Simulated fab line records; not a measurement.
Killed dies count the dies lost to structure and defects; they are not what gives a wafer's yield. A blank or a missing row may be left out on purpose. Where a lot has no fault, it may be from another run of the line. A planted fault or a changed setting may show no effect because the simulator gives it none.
Chamber matching ; flow gf180mcu ; GF_STI_CMP_25 on cmp-02: 4 sister chambers
The step polishes, stops on Si3N4, t overpolish 33 s, target thk 524.6 nm. 4 wafers are shown with their chamber, then 8 later ones without.

== WAFERS PAIRED WITH THEIR CHAMBERS ==
wafer;chamber;motor_current_A (A)
L227.2;0;11.2
L227.5;3;13.5
L227.6;2;11.9
L229.1;1;11.3

== WAFERS WHOSE CHAMBER IS MISSING ==
wafer;motor_current_A (A)
L229.3;11.9
L229.4;11.8
L230.1;11.3
L230.4;13.6
L230.5;12.3
L233.2;11.3
L233.3;11.8
L233.4;13.6

== WHICH CHAMBER EACH ONE RAN IN ==
wafer;from the rows above;in truth
L229.3;2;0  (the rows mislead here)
L229.4;2;2
L230.1;can't be placed: 1 or 0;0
L230.4;3;3
L230.5;2;2
L233.2;can't be placed: 1 or 0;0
L233.3;2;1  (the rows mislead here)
L233.4;3;3
Correct placement for 4 of the 8. From these rows, 2 cannot be placed; in 2 the true chamber is one of the candidates. Placed wrongly: 2.
How it was worked out, from the rows above alone: a wafer's distance from a chamber is the root of the sum, over the readings, of the square of ((its reading less the chamber's mean) divided by the reading's scatter). The wafer belongs to the nearest chamber; if the next one is less than 2 further off, it can't be placed. A chamber's mean is the mean of its shown wafers. The scatter: root of mean squared gap, hidden wafer to nearest shown wafer, with one shown wafer a chamber.
